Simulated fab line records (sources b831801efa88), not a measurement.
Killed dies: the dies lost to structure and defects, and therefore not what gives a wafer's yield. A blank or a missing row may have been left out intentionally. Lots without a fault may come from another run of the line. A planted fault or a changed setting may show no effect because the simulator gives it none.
What tool caused it? | flow sky130 | Sampling: 10 lots, 30 wafers, 5 of 708 route steps

== WHAT EACH GAUGE READ, for each wafer ==
SKY_LOCAL_INTERCONNECT_RS_MEAS_01: measures by four-point-probe.
lot  | measured     | on            | LOCAL_INTERCONNECT_TIN_RS (ohm/sq)
L643 | day 28 19:18 | film_metro-04 | 14.16 14.09 14.02
L645 | day 30 00:14 | film_metro-04 | 14.12 13.98 14.00
L650 | day 32 02:44 | film_metro-03 | 11.54 11.62 11.50
L653 | day 33 01:07 | film_metro-03 | 11.43 11.46 11.48
L654 | day 33 03:31 | film_metro-02 | 11.67 11.71 11.62
L656 | day 33 19:23 | film_metro-03 | 14.11 14.04 14.19
L657 | day 34 01:12 | film_metro-04 | 14.11 13.90 13.78
L660 | day 34 22:38 | film_metro-04 | 14.17 13.99 13.96
L661 | day 35 07:17 | film_metro-03 | 14.25 14.50 14.37
L664 | day 35 21:26 | film_metro-02 | 14.19 14.37 14.12

SKY_LOCAL_INTERCONNECT_THK_MEAS_02: measures by xrf.
lot  | measured     | on            | LOCAL_INTERCONNECT_TIN_THK (nm)
L643 | day 28 19:25 | film_metro-04 | 98.9 100.0 100.0
L645 | day 30 00:22 | film_metro-04 | 99.0 100.0 99.8
L650 | day 32 02:49 | film_metro-03 | 119.9 119.3 120.2
L653 | day 33 01:13 | film_metro-03 | 120.1 120.1 119.6
L654 | day 33 03:38 | film_metro-02 | 119.0 118.5 119.0
L656 | day 33 19:30 | film_metro-03 | 98.1 98.2 97.7
L657 | day 34 01:19 | film_metro-04 | 98.8 100.8 101.5
L660 | day 34 22:45 | film_metro-04 | 98.5 100.1 99.8
L661 | day 35 07:23 | film_metro-03 | 97.2 95.9 96.1
L664 | day 35 21:32 | film_metro-02 | 99.2 98.1 99.6

== TOOL THAT RAN EACH LOT (tool first, then ch and the chambers of the sampled wafers, then the start) ==
lot  | SKY_POLY_CUT_ETCH_10               | SKY_LI_CONTACT_ETCH_15             | SKY_LOCAL_INTERCONNECT_SPUTTER_00
L643 | rie_diel-04 ch 0,1,3, day 23 20:44 | rie_diel-03 ch 1,2,3, day 28 18:06 | pvd_sputter-03, day 28 19:14
L645 | rie_diel-04 ch 0,1,2, day 25 03:56 | rie_diel-01 ch 1,2,3, day 29 23:01 | pvd_sputter-01, day 30 00:11
L650 | rie_diel-02 ch 1,2, day 27 07:19   | rie_diel-04 ch 0,3, day 32 01:28   | pvd_sputter-01, day 32 02:37
L653 | rie_diel-04 ch 1,2, day 28 05:32   | rie_diel-03 ch 0,1,2, day 32 23:52 | pvd_sputter-01, day 33 01:01
L654 | rie_diel-04 ch 1,2,3, day 28 08:29 | rie_diel-04 ch 0,1,2, day 33 02:19 | pvd_sputter-01, day 33 03:28
L656 | rie_diel-04 ch 1,2, day 29 00:55   | rie_diel-01 ch 0,1,2, day 33 18:01 | pvd_sputter-03, day 33 19:19
L657 | rie_diel-02 ch 1,2,3, day 29 08:28 | rie_diel-04 ch 0,1,3, day 34 00:00 | pvd_sputter-02, day 34 01:08
L660 | rie_diel-01 ch 0,1,2, day 30 06:17 | rie_diel-01 ch 1,2,3, day 34 21:15 | pvd_sputter-03, day 34 22:34
L661 | rie_diel-02 ch 1,3, day 30 15:52   | rie_diel-01 ch 1,3, day 35 06:04   | pvd_sputter-02, day 35 07:11
L664 | rie_diel-01 ch 0,1,3, day 31 07:01 | rie_diel-01 ch 0,2,3, day 35 20:12 | pvd_sputter-01, day 35 21:19
- SKY_POLY_CUT_ETCH_10: etches BARC in N2/H2, stops on SiO2, time 45.9 s, target depth 60 nm.
- SKY_LI_CONTACT_ETCH_15: etches PSG in C4F8/O2/Ar, stops on Si, target depth 600 nm.
- SKY_LOCAL_INTERCONNECT_SPUTTER_00: material TiN, target thk 100 nm, time 83.3 s.

== AS READ BY THE TOOLS THEMSELVES (means over the sampled wafers that have a number; for cases with no such wafer, the mark the record gives instead) ==
SKY_POLY_CUT_ETCH_10.
lot  | tool        | drypump_motor_current_A (A) | oes_product_au (a.u.) | throttle_valve_pct (%)
L643 | rie_diel-04 | 6.0                         | 0.852                 | 13.227
L645 | rie_diel-04 | 6.2                         | 0.854                 | 13.212
L650 | rie_diel-02 | 5.8                         | 0.849                 | 13.230
L653 | rie_diel-04 | 6.4                         | 0.852                 | 13.222
L654 | rie_diel-04 | 6.2                         | 0.853                 | 13.230
L656 | rie_diel-04 | 6.6                         | 0.854                 | 13.222
L657 | rie_diel-02 | 5.8                         | 0.855                 | 13.226
L660 | rie_diel-01 | 6.0                         | 0.852                 | 13.220
L661 | rie_diel-02 | 5.8                         | 0.861                 | 13.235
L664 | rie_diel-01 | 5.9                         | 0.856                 | 13.231

SKY_LI_CONTACT_ETCH_15.
lot  | tool        | oes_product_au (a.u.)
L643 | rie_diel-03 | 0.842
L645 | rie_diel-01 | 0.841
L650 | rie_diel-04 | 0.830
L653 | rie_diel-03 | 0.833
L654 | rie_diel-04 | 0.833
L656 | rie_diel-01 | 0.834
L657 | rie_diel-04 | 0.834
L660 | rie_diel-01 | 0.840
L661 | rie_diel-01 | 0.840
L664 | rie_diel-01 | 0.836

SKY_LOCAL_INTERCONNECT_SPUTTER_00.
lot  | tool           | substrate_temp_c (C) | susceptor_temp_C (C) | throttle_valve_pct (%)
L643 | pvd_sputter-03 | 299.69               | 299.88               | 30.3
L645 | pvd_sputter-01 | 299.90               | 300.11               | 31.0
L650 | pvd_sputter-01 | 300.09               | 299.88               | 30.8
L653 | pvd_sputter-01 | 299.85               | 299.88               | 31.1
L654 | pvd_sputter-01 | 300.01               | 299.94               | 30.5
L656 | pvd_sputter-03 | 300.09               | 300.21               | 30.6
L657 | pvd_sputter-02 | 299.93               | 299.86               | 28.8
L660 | pvd_sputter-03 | 299.85               | 300.07               | 29.9
L661 | pvd_sputter-02 | 300.12               | 300.01               | 28.4
L664 | pvd_sputter-01 | 299.96               | 300.10               | 31.0

== THE ANSWER, worked out from the rows above alone ==
Rule: the usual values come from the lots themselves. Put in order of their means at a reading, lots are off if they are a third of the lots or fewer, leave a main group of 4 or more, and stand apart from it by a gap of 3 or more times the standard deviation of the main group's means; of several such gaps the widest counts. The tables above print the reading to a certain number of digits; a main group whose means all agree to those digits is not used. Also off: a lot with no number at a reading for which 4 or more lots have one. Any other lot the step has rows for is counted as sound. Order of review: gauges by route order, followed by the tools' own readings, for which a lot's mean as printed above is used. The first step at which some lot is off is used, and at that step the reading that is off furthest; a lot without a number counts as furthest.
Off: L650, L653, L654, seen at SKY_LOCAL_INTERCONNECT_RS_MEAS_01 (LOCAL_INTERCONNECT_TIN_RS). The main group has a mean of 14.12 ohm/sq with a standard deviation of 0.13.
If a tool, at a process step before that reading, ran all the lots that are off and no sound lot after the first of them, it fits. Those tools and the gauges at SKY_LOCAL_INTERCONNECT_RS_MEAS_01 are tried in the same way. Not one of the candidates tried fits.

== WHAT THE SIMULATOR PUT IN ==
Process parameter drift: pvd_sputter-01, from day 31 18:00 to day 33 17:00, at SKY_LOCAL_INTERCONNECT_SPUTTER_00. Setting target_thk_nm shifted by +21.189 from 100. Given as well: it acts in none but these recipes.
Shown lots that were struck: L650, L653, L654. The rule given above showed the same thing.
